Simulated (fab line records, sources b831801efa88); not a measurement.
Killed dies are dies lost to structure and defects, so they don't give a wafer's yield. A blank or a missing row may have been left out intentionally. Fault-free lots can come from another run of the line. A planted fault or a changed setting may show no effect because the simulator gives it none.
Which tool did it? ; flow sky130 ; 21 wafers from 7 lots sampled at 2 of the route's 708 steps

== WHAT THE GAUGES SHOWED, per wafer ==
SKY_NWELL_OVL_MEAS_10.
lot;measured;on;NWELL_00_OVL (nm)
L625;day 5 11:13;overlay-01;1.1 0.5 1.5
L629;day 5 15:14;overlay-01;1.3 0.9 -2.1
L631;day 6 10:43;overlay-01;-0.4 -0.3 1.0
L633;day 6 18:16;overlay-01;- - -
L635;day 7 02:46;overlay-02;-0.8 -0.1 -1.0
L645;day 10 12:28;overlay-01;-0.1 2.5 0.1
L647;day 10 23:01;overlay-01;0.4 -0.3 -0.2

== EACH LOT AND THE TOOL THAT RAN IT (in order: tool; ch and the chambers of the sampled wafers; start) ==
lot;SKY_NWELL_DEVELOP_09
L625;litho track-03 ch 0, day 5 11:00
L629;litho track-03 ch 0, day 5 15:00
L631;litho track-01 ch 0, day 6 10:00
L633;litho track-03 ch 0, day 6 18:00
L635;litho track-01 ch 0, day 7 02:00
L645;litho track-01 ch 0, day 10 12:00
L647;litho track-03 ch 0, day 10 22:00
- SKY_NWELL_DEVELOP_09: develop time 60 s.

== THE ANSWER, worked out from the rows above alone ==
Rule: usual is defined by the lots themselves. Put in order of their means at a reading, lots are off if they are a third of the lots or fewer, leave a main group of 4 or more, and stand apart from it by a gap of 3 or more times the standard deviation of the main group's means; of several such gaps the widest counts. A main group whose means are all the same, to the digits that the tables above print for the reading, isn't used. A lot without any number at a reading at which 4 lots or more have one is off too. Where the step has rows for the other lots, those lots are counted as sound.
Off: L633, seen at SKY_NWELL_OVL_MEAS_10 (NWELL_00_OVL). Without a number there: L633. The main group has a mean of 0.2 nm with a standard deviation of 0.56.
If a tool, at a process step before that reading, ran all the lots that are off and no sound lot after the first of them, it fits. Those tools and the gauges at SKY_NWELL_OVL_MEAS_10 are tried in the same way. Not one of the candidates tried fits.

== WHAT THE SIMULATOR HAD PUT IN ==
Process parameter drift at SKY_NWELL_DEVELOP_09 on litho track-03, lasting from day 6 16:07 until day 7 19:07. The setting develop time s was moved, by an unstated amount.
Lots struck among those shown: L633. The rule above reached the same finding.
